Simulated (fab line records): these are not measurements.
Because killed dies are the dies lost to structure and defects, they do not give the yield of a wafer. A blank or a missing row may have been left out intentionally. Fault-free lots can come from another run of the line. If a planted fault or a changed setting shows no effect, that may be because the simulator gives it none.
fab line records	flow sky130
record: lots: 13	wafers: 36	last_day: 49
route steps=708 shown LDD_HVN@274 LDD_HVP@285 POLY_CUT@318 PAD_OPEN@708
lots that met no fault: from a run of the same line without faults
start_h: hours from the record's opening day to when the first of the lot's shown wafers began	wait_h: time in hours since the lot's previous step	" same as the row above	L1.1+2: a row that stands for several wafers	- no value, or no start given	* or withheld: withheld	< > ~ a bound
route shown NAME@n: a module of which the file shows steps, and the number in the route of the first	usual: mean/standard deviation taken from wafers without a fault	same: alike in all rows	chamber/n: place in a boat	sites: the reading at each site	_std_site: their standard deviation	_edge_site: inner sites' mean taken away from outer sites' mean	radius_mm: how far each site lies from the wafer's centre	mask NAME#n: copy n	behind: the tool/chamber that last shaped the wafer	hold: cause of the lot's hold/its duration in hours/its outcome	device: transistor that didn't switch, given as n, p or np	end of line: tests run on the same wafers once the route is complete	a step without rows: its recipe alone	killed: dies that structure and defects cost at the first sort, which is not the same as the wafer's yield	map: per-die view of a wafer (x killed, . not killed, _ where there is no die)
set.NAME: the setting as run; set.NAME@STEP: as run at that earlier step	model.NAME: the simulator's own value behind a step, which no gauge read
steps of the route over a sample of lots; a table a step, a row a wafer
services: the hour from which a tool's chamber was out of use, counted from the record's first day as start_h (under 0 if before that day), plus the number of hours and why
== steps ==
step: SKY_LDD_HVN_OVL_MEAS_07
usual: LDD_HVN_OVL: 0.8/1.4
lot.wafer	tool	chamber	start_h	wait_h	LDD_HVN_OVL[nm]
L750.1	overlay-02	-	461.08	0.1	-0.3
L750.4	"	-	"	"	0.2
L750.5	"	-	"	"	-0.6
L752.3	overlay-02	-	484.54	0.1	2.0
L752.4	"	-	"	"	0.9
L752.6	"	-	"	"	3.4
L753.1	overlay-02	-	488.65	0.1	0.8
L753.4	"	-	"	"	0.7
L753.6	"	-	"	"	-0.3
L755.2	overlay-02	-	504.71	0.1	0.1
L755.4	"	-	"	"	0.2
L755.5	"	-	"	"	-1.2
L757.1	overlay-02	-	531.93	0.1	0.7
L757.2	"	-	"	"	2.4
L757.6	"	-	"	"	0.6
L759.1	overlay-01	-	543.83	0.1	-2.3
L759.3	"	-	"	"	-2.1
L759.5	"	-	"	"	-2.6
L760.1	overlay-02	-	551.90	0.1	1.1
L760.5	"	-	"	"	-0.6
L760.6	"	-	"	"	0.2
L761.2	overlay-02	-	559.09	0.1	0.0
L761.4	"	-	"	"	1.4
L761.5	"	-	"	"	0.8
L763.2	overlay-02	-	587.76	0.1	0.6
L763.5	"	-	"	"	0.1
L763.6	"	-	"	"	2.0
L765.1	overlay-01	-	594.23	0.1	-0.5
L765.3	"	-	"	"	-1.4
L765.6	"	-	"	"	0.6
L766.3	overlay-01	-	601.36	0.1	0.9
L766.4	"	-	"	"	0.6
L767.2	overlay-02	-	613.19	0.1	-1.2
L767.6	"	-	"	"	1.9
L768.2	overlay-01	-	627.86	0.1	2.2
L768.3	"	-	"	"	1.0
step: SKY_LDD_HVP_OVL_MEAS_07
usual: LDD_HVP_OVL: 0.1/1.5
lot.wafer	tool	chamber	start_h	wait_h	LDD_HVP_OVL[nm]
L750.1	overlay-01	-	491.74	0.1	2.3
L750.4	"	-	"	"	0.8
L750.5	"	-	"	"	2.6
L752.3	overlay-02	-	515.45	0.1	0.5
L752.4	"	-	"	"	-1.8
L752.6	"	-	"	"	-2.4
L753.1	overlay-02	-	519.63	0.1	0.1
L753.4	"	-	"	"	-0.5
L753.6	"	-	"	"	-2.5
L755.2	overlay-02	-	535.54	0.1	0.5
L755.4	"	-	"	"	0.2
L755.5	"	-	"	"	0.6
L757.1	overlay-01	-	561.83	0.1	-0.2
L757.2	"	-	"	"	0.4
L757.6	"	-	"	"	-0.5
L759.1	overlay-02	-	572.99	0.1	-1.0
L759.3	"	-	"	"	-1.4
L759.5	"	-	"	"	-0.7
L760.1	overlay-01	-	581.63	0.1	0.0
L760.5	"	-	"	"	-0.3
L760.6	"	-	"	"	-0.5
L761.2	overlay-02	-	588.34	0.1	1.1
L761.4	"	-	"	"	0.6
L761.5	"	-	"	"	1.1
L763.2	overlay-01	-	617.14	0.1	-2.2
L763.5	"	-	"	"	-2.0
L763.6	"	-	"	"	-0.7
L765.1	overlay-01	-	623.93	0.1	-1.5
L765.3	"	-	"	"	-0.4
L765.6	"	-	"	"	-1.8
L766.3	overlay-02	-	631.25	0.1	2.1
L766.4	"	-	"	"	4.2
L767.2	overlay-01	-	643.14	0.1	-0.6
L767.6	"	-	"	"	-1.9
L768.2	overlay-02	-	656.94	0.1	0.6
L768.3	"	-	"	"	1.0
step: SKY_LDD_HVP_STRIP_09
recipe: chemistry: O2/N2	power_w: 1400	pressure_mtorr: 1500	platen_temp_c: withheld	o2_flow_sccm: 3000	n2_flow_sccm: 300	overash_fraction: 0.5
usual: drypump_motor_current_A: 5.7/0.53	n2_flow_sccm: 300.0/0.87	oes_product_au: 0.409/0.0045	strip_time_to_endpoint_s: 4.138/0.015
lot.wafer	tool	chamber	start_h	wait_h	drypump_motor_current_A	n2_flow_sccm	oes_product_au	rf_hours_counter_h	strip_time_to_endpoint_s
L750.1	plasma_asher-03	0	491.92	0.1	6.5	300.2	0.417	81	4.118
L750.4	"	1	"	"	5.9	300.4	0.400	-	4.128
L750.5	"	0	"	"	6.5	300.0	0.403	-	4.114
L752.3	plasma_asher-03	0	515.65	0.1	6.5	300.1	0.406	-	4.143
L752.4	"	1	"	"	5.9	300.3	0.415	-	4.127
L752.6	"	0	"	"	6.5	300.6	0.412	-	4.120
L753.1	plasma_asher-04	0	519.82	0.1	5.2	300.7	0.404	67	4.115
L753.4	"	0	"	"	5.2	300.0	0.411	-	4.117
L753.6	"	1	"	"	5.1	298.2	0.406	-	4.128
L755.2	plasma_asher-03	0	535.72	0.1	6.5	300.8	0.413	85	4.154
L755.4	"	1	"	"	5.9	300.9	0.416	-	4.153
L755.5	"	0	"	"	6.5	299.5	0.409	-	4.140
L757.1	plasma_asher-03	0	562.02	0.1	6.5	301.2	0.410	88	4.153
L757.2	"	1	"	"	5.9	300.1	0.411	88	4.119
L757.6	"	0	"	"	6.5	300.0	0.416	-	4.148
L759.1	plasma_asher-03	1	573.17	0.1	5.9	300.2	0.415	89	4.117
L759.3	"	1	"	"	5.9	299.3	0.411	-	4.132
L759.5	"	1	"	"	5.9	299.6	0.407	-	4.137
L760.1	plasma_asher-01	1	581.82	0.1	5.4	302.0	0.413	44	4.109
L760.5	"	0	"	"	5.2	299.8	0.415	-	4.132
L760.6	"	1	"	"	5.3	301.2	0.407	-	4.109
L761.2	plasma_asher-04	0	588.52	0.1	5.2	299.0	0.418	74	4.137
L761.4	"	1	"	"	5.1	300.6	0.413	-	4.145
L761.5	"	1	"	"	5.1	301.2	0.409	-	4.147
L763.2	plasma_asher-04	1	617.32	0.1	5.1	299.0	0.405	77	4.156
L763.5	"	0	"	"	5.2	298.2	0.412	-	4.160
L763.6	"	1	"	"	5.1	299.3	0.420	-	4.145
L765.1	plasma_asher-01	1	624.12	0.1	5.4	299.4	0.408	48	4.118
L765.3	"	1	"	"	5.4	299.5	0.405	-	4.144
L765.6	"	1	"	"	5.4	301.2	0.411	-	4.128
L766.3	plasma_asher-01	1	631.45	0.1	5.3	300.0	0.404	-	4.139
L766.4	"	0	"	"	5.2	299.4	0.419	-	4.158
L767.2	plasma_asher-03	1	643.32	0.1	5.9	298.0	0.409	96	4.168
L767.6	"	0	"	"	6.5	300.9	0.403	-	4.148
L768.2	plasma_asher-03	1	657.12	0.1	5.9	299.1	0.401	97	4.144
L768.3	"	1	"	"	5.9	300.4	0.407	-	4.129
step: SKY_POLY_CUT_ETCH_11
recipe: target: Si3N4	chemistry: CF4/CH2F2/Ar	stop_on: poly-Si	source_w: 600	bias_w: 150	pressure_mtorr: 40	cf4_flow_sccm: 40	ch2f2_flow_sccm: 20	Ar_flow_sccm: 150	time_s: 42.5	target_depth_a: 600
usual: drypump_motor_current_A: 5.7/0.56	mfc_ar_sccm: 149.9/0.48	oes_product_au: 0.829/0.0062	run_length_s: 71.0/0.38	throttle_valve_pct: 14.994/0.0093
lot.wafer	tool	chamber	start_h	wait_h	drypump_motor_current_A	mfc_ar_sccm	oes_product_au	rf_hours_counter_h	run_length_s	throttle_valve_pct
L750.1	rie_diel-03	2	555.80	0.0	5.7	150.6	0.832	50	70.4	14.993
L750.4	"	1	"	"	5.8	149.5	0.831	4	70.9	14.989
L750.5	"	3	"	"	4.8	150.9	0.822	-	71.2	14.996
L752.3	rie_diel-03	0	579.21	0.0	6.0	150.1	0.827	2	70.8	15.012
L752.4	"	2	"	"	5.7	149.8	0.823	50	70.5	14.996
L752.6	"	0	"	"	6.1	149.1	0.832	-	70.8	14.995
L753.1	rie_diel-01	2	581.98	0.0	4.8	150.5	0.832	14	71.6	15.000
L753.4	"	3	"	"	5.7	149.3	0.831	2	70.7	14.988
L753.6	"	1	"	"	6.4	150.1	0.827	-	70.5	14.992
L755.2	rie_diel-04	0	596.98	0.0	6.5	150.4	0.839	7	70.7	14.994
L755.4	"	2	"	"	5.6	150.1	0.828	6	70.9	14.988
L755.5	"	0	"	"	6.5	150.2	0.821	-	70.7	14.994
L757.1	rie_diel-04	2	623.05	0.0	5.6	149.6	0.828	7	71.3	15.008
L757.2	"	0	"	"	6.5	149.7	0.828	8	70.9	14.997
L757.6	"	0	"	"	6.5	149.7	0.831	-	71.1	15.000
L759.1	rie_diel-01	3	635.55	0.0	5.7	149.9	0.823	4	71.1	15.015
L759.3	"	2	"	"	4.7	150.1	0.823	15	71.8	14.991
L759.5	"	2	"	"	4.7	149.7	0.827	-	72.0	14.995
L760.1	rie_diel-03	0	643.68	0.0	6.1	150.0	0.822	3	71.1	15.003
L760.5	"	3	"	"	4.7	149.8	0.825	-	70.9	14.977
L760.6	"	2	"	"	5.7	150.2	0.813	-	70.6	15.010
L761.2	rie_diel-04	0	649.09	0.0	6.5	149.5	0.829	8	70.9	15.009
L761.4	"	2	"	"	5.6	149.7	0.826	-	71.2	14.982
L761.5	"	0	"	"	6.5	150.6	0.826	-	71.0	14.990
L763.2	rie_diel-03	2	678.03	0.0	5.7	150.8	0.825	53	70.9	14.982
L763.5	"	2	"	"	5.7	151.2	0.824	-	70.8	14.985
L763.6	"	3	"	"	4.8	149.4	0.828	-	71.1	15.001
L765.1	rie_diel-03	0	685.14	0.0	6.0	149.2	0.831	4	70.9	15.001
L765.3	"	1	"	"	5.9	150.2	0.826	7	70.8	14.996
L765.6	"	1	"	"	5.9	150.1	0.825	-	71.0	14.982
L766.3	rie_diel-03	0	692.48	0.0	6.1	150.2	0.709	4	87.2	14.977
L766.4	"	2	"	"	5.7	149.6	0.833	53	70.4	14.993
L767.2	rie_diel-03	1	703.10	0.0	5.8	149.3	0.700	8	87.4	14.984
L767.6	"	2	"	"	5.7	150.4	0.827	-	70.5	14.986
L768.2	rie_diel-03	0	715.68	0.0	6.1	149.7	0.696	5	87.4	14.995
L768.3	"	2	"	"	5.7	150.1	0.715	54	87.2	14.968
step: SKY_PAD_OPEN_PROBE_99
usual: killed_at_M0_to_M3: 44/7	killed_at_M4_up: 3.2/1.8	killed_at_contacts: 24/5.1	killed_at_front_end: 15/4.3	killed_at_other: 0.3/0.5	killed_dies: 86/9.6	killed_on_rim: 17/4.1	killed_open: 48/7.1	killed_short: 38/6.7
same: gross_dies: 492	killed_at_back_side: 0
lot.wafer	tool	chamber	start_h	wait_h	killed_at_M0_to_M3	killed_at_M4_up	killed_at_contacts	killed_at_front_end	killed_at_other	killed_dies	killed_on_rim	killed_open	killed_short
L750.1	prober-01	-	1076.90	0.1	43	2	21	9	0	75	16	43	32
L750.4	prober-01	-	1077.05	0.2	40	2	17	14	0	73	16	43	27
L750.5	prober-01	-	1077.10	0.2	43	3	25	13	1	85	15	45	36
L752.3	prober-01	-	1091.84	0.2	41	2	21	8	0	72	8	32	40
L752.4	prober-01	-	1091.89	0.2	45	0	24	7	0	76	11	35	41
L752.6	prober-01	-	1091.99	0.2	58	2	17	6	1	84	13	58	26
L753.1	prober-02	-	1093.02	0.1	34	4	25	23	0	86	21	42	44
L753.4	prober-02	-	1093.17	0.2	49	3	23	11	1	87	15	54	33
L753.6	prober-02	-	1093.27	0.2	54	1	18	15	0	88	27	36	52
L755.2	prober-02	-	1102.41	0.1	60	7	19	11	0	97	17	52	45
L755.4	prober-02	-	1102.51	0.2	46	4	29	16	0	95	21	48	47
L755.5	prober-02	-	1102.56	0.2	54	6	25	9	0	94	21	52	42
L757.1	prober-02	-	1121.16	0.1	39	3	18	24	0	84	12	43	41
L757.2	prober-02	-	1121.21	0.1	42	1	29	19	0	91	20	53	38
L757.6	prober-02	-	1121.41	0.2	55	0	24	17	1	97	20	53	44
L759.1	prober-02	-	1128.66	0.1	38	3	17	17	0	75	15	40	34
L759.3	prober-02	-	1128.76	0.2	50	6	18	15	0	89	26	51	38
L759.5	prober-02	-	1128.86	0.2	44	2	34	24	0	104	23	59	45
L760.1	prober-01	-	1134.05	0.1	56	2	29	11	0	98	17	58	40
L760.5	prober-01	-	1134.25	0.2	52	2	23	14	1	92	18	50	42
L760.6	prober-01	-	1134.30	0.2	37	5	24	11	0	77	13	45	32
L761.2	prober-02	-	1137.35	0.1	40	3	18	17	0	78	16	44	34
L761.4	prober-02	-	1137.45	0.2	40	3	19	6	0	68	10	39	29
L761.5	prober-02	-	1137.50	0.2	39	2	23	16	0	80	11	46	34
L763.2	prober-02	-	1159.41	0.1	39	2	23	19	0	83	17	55	26
L763.5	prober-02	-	1159.56	0.2	38	3	20	20	0	81	15	45	36
L763.6	prober-02	-	1159.61	0.2	36	2	24	12	0	74	9	39	35
L765.1	prober-01	-	1162.76	0.1	42	2	30	9	0	83	13	42	41
L765.3	prober-01	-	1162.86	0.2	46	5	26	13	0	90	14	52	37
L765.6	prober-01	-	1163.01	0.2	32	3	30	13	1	79	19	41	37
L766.3	prober-01	-	1166.66	0.2	48	2	16	17	0	83	19	43	39
L766.4	prober-01	-	1166.71	0.2	36	2	21	11	0	70	9	46	24
L767.2	prober-02	-	1174.23	0.1	44	1	27	15	0	87	18	46	41
L767.6	prober-02	-	1174.43	0.2	36	0	17	16	0	69	14	41	28
L768.2	prober-01	-	1182.32	0.1	39	1	19	10	1	70	19	39	30
L768.3	prober-01	-	1182.37	0.2	56	2	20	13	1	92	25	52	38
killed by level:class
L750.1 CONTACT:geometric_particle:open=14 METAL2:geometric_particle:short=10 VIA1:geometric_particle:short=7 LI_CONTACT:geometric_particle:open=5 METAL1:geometric_particle:short=5 VIA2:geometric_particle:open=5 SPACER:geometric_particle:open=4 VIA1:geometric_particle:open=4
L750.4 VIA1:geometric_particle:open=8 VIA2:geometric_particle:open=7 CONTACT:geometric_particle:open=6 VIA3:geometric_particle:open=6 POLY_GATE:geometric_particle:open=5 LI_CONTACT:geometric_particle:open=5 METAL1:geometric_particle:short=5 METAL2:geometric_particle:short=5
L750.5 CONTACT:geometric_particle:open=10 VIA3:geometric_particle:open=7 VIA2:geometric_particle:open=7 VIA1:geometric_particle:short=6 VIA2:geometric_particle:short=6 LI_CONTACT:geometric_particle:short=5 LI_CONTACT:geometric_particle:open=5 VIA1:geometric_particle:open=5
L752.3 VIA1:geometric_particle:open=9 VIA2:geometric_particle:open=7 CONTACT:geometric_particle:short=6 CONTACT:geometric_particle:open=6 METAL1:geometric_particle:short=6 LI_CONTACT:geometric_particle:short=4 VIA1:geometric_particle:short=4 VIA2:geometric_particle:short=4
L752.4 VIA1:geometric_particle:open=9 METAL1:geometric_particle:short=8 CONTACT:geometric_particle:open=7 METAL2:geometric_particle:short=7 LI_CONTACT:geometric_particle:open=7 VIA1:geometric_particle:short=6 LOCAL_INTERCONNECT:geometric_particle:short=5 VIA3:geometric_particle:open=5
L752.6 VIA1:geometric_particle:open=21 VIA3:geometric_particle:open=9 LI_CONTACT:geometric_particle:open=8 VIA2:geometric_particle:open=6 METAL1:geometric_particle:short=5 CONTACT:geometric_particle:open=4 VIA1:geometric_particle:short=4 LOCAL_INTERCONNECT:geometric_particle:short=3
L753.1 CONTACT:geometric_particle:open=9 FIELD_ISO:geometric_particle:open=8 POLY_GATE:geometric_particle:short=7 VIA2:geometric_particle:open=7 CONTACT:geometric_particle:short=7 METAL1:geometric_particle:short=7 VIA3:geometric_particle:open=6 METAL2:geometric_particle:short=4
L753.4 VIA1:geometric_particle:open=18 POLY_GATE:geometric_particle:open=6 LI_CONTACT:geometric_particle:open=6 CONTACT:geometric_particle:open=6 VIA2:geometric_particle:open=6 VIA2:geometric_particle:short=6 METAL2:geometric_particle:short=5 VIA3:geometric_particle:open=5
L753.6 VIA3:geometric_particle:open=10 VIA2:geometric_particle:short=9 VIA1:geometric_particle:open=7 VIA2:geometric_particle:open=7 CONTACT:geometric_particle:short=6 METAL2:geometric_particle:short=6 VIA3:geometric_particle:short=6 FIELD_ISO:geometric_particle:short=4
L755.2 VIA1:geometric_particle:open=11 VIA3:geometric_particle:open=9 VIA2:geometric_particle:open=8 METAL1:geometric_particle:short=8 CONTACT:geometric_particle:open=8 METAL2:geometric_particle:short=7 CONTACT:geometric_particle:short=5 VIA1:geometric_particle:short=5
L755.4 VIA2:geometric_particle:open=11 CONTACT:geometric_particle:open=11 VIA1:geometric_particle:open=9 FIELD_ISO:geometric_particle:short=7 CONTACT:geometric_particle:short=7 METAL1:geometric_particle:short=7 LOCAL_INTERCONNECT:geometric_particle:short=6 VIA3:geometric_particle:open=6
L755.5 VIA1:geometric_particle:open=11 CONTACT:geometric_particle:open=10 VIA2:geometric_particle:open=8 VIA3:geometric_particle:open=7 VIA1:geometric_particle:short=6 LI_CONTACT:geometric_particle:open=5 VIA2:geometric_particle:short=5 METAL1:geometric_particle:short=4
L757.1 VIA1:geometric_particle:open=9 CONTACT:geometric_particle:open=8 FIELD_ISO:geometric_particle:short=5 FIELD_ISO:geometric_particle:open=5 POLY_GATE:geometric_particle:open=5 LOCAL_INTERCONNECT:geometric_particle:short=5 VIA3:geometric_particle:open=5 METAL1:geometric_particle:short=5
L757.2 VIA1:geometric_particle:open=12 LI_CONTACT:geometric_particle:open=10 VIA1:geometric_particle:short=9 CONTACT:geometric_particle:open=9 VIA2:geometric_particle:open=5 FIELD_ISO:geometric_particle:short=4 POLY_GATE:geometric_particle:open=4 LOCAL_INTERCONNECT:geometric_particle:short=4
L757.6 VIA2:geometric_particle:open=10 CONTACT:geometric_particle:open=9 VIA1:geometric_particle:short=8 VIA1:geometric_particle:open=7 LI_CONTACT:geometric_particle:open=7 METAL3:geometric_particle:short=6 METAL2:geometric_particle:short=5 POLY_GATE:geometric_particle:open=5
L759.1 VIA1:geometric_particle:open=17 CONTACT:geometric_particle:open=7 METAL2:geometric_particle:short=5 VIA1:geometric_particle:short=5 FIELD_ISO:geometric_particle:open=4 POLY_GATE:geometric_particle:short=4 LI_CONTACT:geometric_particle:open=3 LI_CONTACT:geometric_particle:short=3
L759.3 VIA1:geometric_particle:open=16 LI_CONTACT:geometric_particle:open=7 VIA2:geometric_particle:open=7 METAL1:geometric_particle:short=7 VIA3:geometric_particle:open=6 METAL2:geometric_particle:short=5 VIA1:geometric_particle:short=5 METAL4:geometric_particle:short=5
L759.5 CONTACT:geometric_particle:open=13 VIA1:geometric_particle:open=12 VIA2:geometric_particle:open=10 CONTACT:geometric_particle:short=8 POLY_GATE:geometric_particle:short=8 LI_CONTACT:geometric_particle:open=6 FIELD_ISO:geometric_particle:open=5 LOCAL_INTERCONNECT:geometric_particle:short=4
L760.1 CONTACT:geometric_particle:open=12 VIA1:geometric_particle:open=11 VIA3:geometric_particle:open=11 VIA2:geometric_particle:open=9 LOCAL_INTERCONNECT:geometric_particle:short=7 VIA1:geometric_particle:short=5 POLY_GATE:geometric_particle:short=4 POLY_GATE:geometric_particle:open=4
L760.5 VIA1:geometric_particle:open=12 LI_CONTACT:geometric_particle:open=7 VIA2:geometric_particle:open=7 VIA3:geometric_particle:open=7 METAL2:geometric_particle:short=6 CONTACT:geometric_particle:open=5 VIA1:geometric_particle:short=5 VIA2:geometric_particle:short=5
L760.6 LI_CONTACT:geometric_particle:open=9 VIA1:geometric_particle:open=8 METAL3:geometric_particle:short=6 CONTACT:geometric_particle:open=6 VIA3:geometric_particle:open=6 METAL1:geometric_particle:short=5 METAL2:geometric_particle:short=4 VIA2:geometric_particle:open=4
L761.2 CONTACT:geometric_particle:open=10 VIA1:geometric_particle:open=8 VIA2:geometric_particle:open=6 VIA3:geometric_particle:open=6 FIELD_ISO:geometric_particle:short=5 METAL1:geometric_particle:short=5 POLY_GATE:geometric_particle:short=4 METAL2:geometric_particle:short=4
L761.4 VIA1:geometric_particle:open=9 LI_CONTACT:geometric_particle:open=9 VIA1:geometric_particle:short=7 METAL1:geometric_particle:short=7 CONTACT:geometric_particle:open=6 METAL2:geometric_particle:short=4 VIA2:geometric_particle:open=4 CONTACT:geometric_particle:short=3
L761.5 VIA3:geometric_particle:open=8 CONTACT:geometric_particle:open=8 VIA1:geometric_particle:open=8 LI_CONTACT:geometric_particle:open=7 METAL1:geometric_particle:short=6 VIA2:geometric_particle:short=5 METAL2:geometric_particle:short=5 FIELD_ISO:geometric_particle:open=4
L763.2 VIA1:geometric_particle:open=16 CONTACT:geometric_particle:open=10 LI_CONTACT:geometric_particle:open=7 VIA2:geometric_particle:open=6 FIELD_ISO:geometric_particle:open=5 METAL2:geometric_particle:short=5 LOCAL_INTERCONNECT:geometric_particle:short=5 METAL1:geometric_particle:short=4
L763.5 VIA1:geometric_particle:open=11 LOCAL_INTERCONNECT:geometric_particle:short=9 POLY_GATE:geometric_particle:open=7 VIA3:geometric_particle:open=7 CONTACT:geometric_particle:open=7 FIELD_ISO:geometric_particle:open=5 FIELD_ISO:geometric_particle:short=4 VIA2:geometric_particle:short=4
L763.6 LI_CONTACT:geometric_particle:open=9 VIA2:geometric_particle:open=7 CONTACT:geometric_particle:open=5 LI_CONTACT:geometric_particle:short=5 VIA1:geometric_particle:open=5 METAL3:geometric_particle:short=5 METAL1:geometric_particle:short=4 VIA1:geometric_particle:short=4
L765.1 LI_CONTACT:geometric_particle:open=10 LOCAL_INTERCONNECT:geometric_particle:short=6 CONTACT:geometric_particle:short=6 CONTACT:geometric_particle:open=6 METAL1:geometric_particle:short=6 VIA1:geometric_particle:open=5 METAL2:geometric_particle:short=5 VIA2:geometric_particle:open=5
L765.3 CONTACT:geometric_particle:open=13 VIA1:geometric_particle:open=10 VIA3:geometric_particle:open=9 CONTACT:geometric_particle:short=6 METAL1:geometric_particle:short=4 METAL2:geometric_particle:short=4 VIA2:geometric_particle:open=4 METAL3:geometric_particle:short=4
L765.6 LI_CONTACT:geometric_particle:open=12 VIA1:geometric_particle:open=9 CONTACT:geometric_particle:open=8 METAL2:geometric_particle:short=8 VIA1:geometric_particle:short=7 LI_CONTACT:geometric_particle:short=5 POLY_GATE:geometric_particle:short=4 LOCAL_INTERCONNECT:geometric_particle:short=4
L766.3 VIA2:geometric_particle:open=10 VIA3:geometric_particle:open=7 CONTACT:geometric_particle:open=6 VIA1:geometric_particle:open=6 POLY_GATE:geometric_particle:short=5 CONTACT:geometric_particle:short=5 METAL1:geometric_particle:short=5 VIA1:geometric_particle:short=5
L766.4 CONTACT:geometric_particle:open=9 VIA2:geometric_particle:open=9 VIA1:geometric_particle:open=9 LI_CONTACT:geometric_particle:open=8 METAL1:geometric_particle:short=5 VIA3:geometric_particle:open=4 POLY_GATE:geometric_particle:open=3 SONOS_ONO:geometric_particle:short=2
L767.2 CONTACT:geometric_particle:open=11 VIA1:geometric_particle:open=10 VIA2:geometric_particle:open=9 CONTACT:geometric_particle:short=8 METAL2:geometric_particle:short=8 POLY_GATE:geometric_particle:short=6 VIA3:geometric_particle:open=6 LOCAL_INTERCONNECT:geometric_particle:short=5
L767.6 CONTACT:geometric_particle:open=7 VIA1:geometric_particle:open=7 METAL2:geometric_particle:short=7 LI_CONTACT:geometric_particle:open=5 VIA2:geometric_particle:open=5 POLY_GATE:geometric_particle:open=4 VIA3:geometric_particle:open=4 FIELD_ISO:geometric_particle:open=3
L768.2 CONTACT:geometric_particle:open=11 VIA1:geometric_particle:open=8 VIA1:geometric_particle:short=6 VIA3:geometric_particle:open=6 VIA2:geometric_particle:open=4 VIA3:geometric_particle:short=4 LI_CONTACT:geometric_particle:short=3 CONTACT:geometric_particle:short=3
L768.3 VIA3:geometric_particle:open=11 METAL1:geometric_particle:short=10 VIA1:geometric_particle:open=10 VIA1:geometric_particle:short=8 VIA2:geometric_particle:open=7 CONTACT:geometric_particle:open=6 LI_CONTACT:geometric_particle:short=4 LI_CONTACT:geometric_particle:open=4
== services ==
tool	chamber	start_h	hours	kind
plasma_asher-01	-	474.82	15.6	pm
plasma_asher-01	-	501.06	3.5	repair
rie_diel-01	-	501.80	2.8	pm
rie_diel-04	-	507.45	2.8	pm
plasma_asher-04	-	509.31	1.8	repair
plasma_asher-03	-	523.86	3.9	repair
rie_diel-04	2	570.09	10.5	repair
rie_diel-04	3	579.32	2.9	repair
plasma_asher-03	-	591.78	4.2	repair
rie_diel-04	1	609.43	-	clean
rie_diel-04	1	609.43	19.7	scheduled_down
rie_diel-04	1	609.43	19.7	vent_cycle
rie_diel-03	0	612.26	26.1	repair
rie_diel-03	-	622.73	2.8	pm
rie_diel-03	2	641.85	1.4	repair
rie_diel-04	1	648.13	15.9	repair
plasma_asher-04	-	681.56	2.1	repair
== key ==
first_sign: step: SKY_POLY_CUT_ETCH_11	reading: run_length_s	direction: up	sigmas: 43	usual: *	struck: *
effect: step: SKY_POLY_CUT_ETCH_11	reading: oes_product_au	direction: down	sigmas: 20	usual: 0.829	struck: 0.705
met_at SKY_POLY_CUT_ETCH_11
struck_lots L766,L767,L768
struck_wafers L766.3,L767.2,L768.2,L768.3
tester_left_out L766,L767,L768
not_acting_at SKY_LDD_HVN_OVL_MEAS_07,SKY_LDD_HVP_OVL_MEAS_07,SKY_LDD_HVP_STRIP_09
onset_between 685.14 692.48
fault: kind: process_parameter_drift	tool: rie_diel-03	chamber: -	onset_h: 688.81	steps: SKY_POLY_CUT_ETCH_11	channel: time_s	offset: *	shape: step	end_h: 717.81	scope: struck_wafers_only	acts_in: *	stated: *
tester_left_out: of these lots the tester's yield and bins aren't shown, on N5 and GAA mostly nor the transistor test; their killed dies are dies lost to structure and defects alone, not to doping, threshold or leakage, so they don't give the yield
